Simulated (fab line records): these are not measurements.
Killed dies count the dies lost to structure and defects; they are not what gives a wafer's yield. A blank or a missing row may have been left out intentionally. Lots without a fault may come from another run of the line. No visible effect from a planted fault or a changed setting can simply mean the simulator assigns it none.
Chamber matching ; flow gf180mcu ; cmp-01 running GF_V1_CMP_04: 4 sister chambers
The step polishes SiO2. 4 wafers are shown with their chamber, then 7 later ones without.

EACH WAFER AND ITS CHAMBER
wafer;chamber;motor_current_A (A)
L912.5;3;13.4
L912.6;0;10.1
L917.4;2;11.7
L917.5;1;12.4

WAFERS MISSING THEIR CHAMBER
wafer;motor_current_A (A)
L917.6;12.0
L920.2;12.1
L920.5;13.8
L920.6;11.6
L921.2;12.3
L921.5;11.0
L921.6;12.3

EACH ONE'S CHAMBER
wafer;from the rows above;in truth
L917.6;can't be placed: 2 or 1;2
L920.2;can't be placed: 1 or 2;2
L920.5;3;3
L920.6;can't be placed: 2 or 1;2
L921.2;can't be placed: 1 or 2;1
L921.5;can't be placed: 2 or 0 or 1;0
L921.6;can't be placed: 1 or 2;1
1 of 7 placed correctly. Cannot be placed on the basis of these rows: 6; the candidates contain the true chamber in 6. Wrongly placed: 0.
How it was worked out, from the rows above alone: a wafer's distance from a chamber is the root of the sum, over the readings, of the square of ((its reading less the chamber's mean) divided by the reading's scatter). The wafer belongs to the nearest chamber; if the next one is less than 2 further off, it can't be placed. Each chamber's mean is taken over the wafers shown for it. The scatter (one wafer shown for each chamber): square how far every hidden wafer sits from the nearest shown wafer, average those squares and take the square root.
